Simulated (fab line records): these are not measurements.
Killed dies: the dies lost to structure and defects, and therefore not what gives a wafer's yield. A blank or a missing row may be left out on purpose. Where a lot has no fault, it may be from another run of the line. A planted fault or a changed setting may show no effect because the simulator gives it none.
Chamber matching / flow gf180mcu / 4 sister chambers for GF_V2_CMP_04 on cmp-02
The step polishes SiO2. 4 wafers are shown with their chamber, then 7 later ones without.

## WAFERS PAIRED WITH THEIR CHAMBERS
wafer=L119.1; chamber=2; motor_current_A (A)=13.7
wafer=L119.2; chamber=0; motor_current_A (A)=13.2
wafer=L122.1; chamber=3; motor_current_A (A)=10.4
wafer=L122.4; chamber=1; motor_current_A (A)=11.8

## WAFERS WHOSE CHAMBER IS MISSING
wafer=L122.6; motor_current_A (A)=13.1
wafer=L125.1; motor_current_A (A)=13.2
wafer=L125.2; motor_current_A (A)=13.6
wafer=L125.5; motor_current_A (A)=12.7
wafer=L128.2; motor_current_A (A)=13.1
wafer=L128.4; motor_current_A (A)=13.3
wafer=L128.5; motor_current_A (A)=12.1

## THE CHAMBER EACH PASSED THROUGH
wafer=L122.6; from the rows above=0; in truth=0
wafer=L125.1; from the rows above=0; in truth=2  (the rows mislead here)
wafer=L125.2; from the rows above=can't be placed: 2 or 0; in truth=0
wafer=L125.5; from the rows above=can't be placed: 0 or 1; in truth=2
wafer=L128.2; from the rows above=0; in truth=0
wafer=L128.4; from the rows above=can't be placed: 0 or 2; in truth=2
wafer=L128.5; from the rows above=1; in truth=1
3 of 7 placed correctly. Can't be placed from these rows: 3 (the true chamber is among the candidates in 2). 1 placed wrongly.
How it was worked out, from the rows above alone: a wafer's distance from a chamber is the root of the sum, over the readings, of the square of ((its reading less the chamber's mean) divided by the reading's scatter). The wafer belongs to the nearest chamber; if the next one is less than 2 further off, it can't be placed. Each chamber's mean is taken over the wafers shown for it. The scatter: with one shown wafer a chamber, the root of the mean of the squares of how far each hidden wafer lies from its nearest shown one.
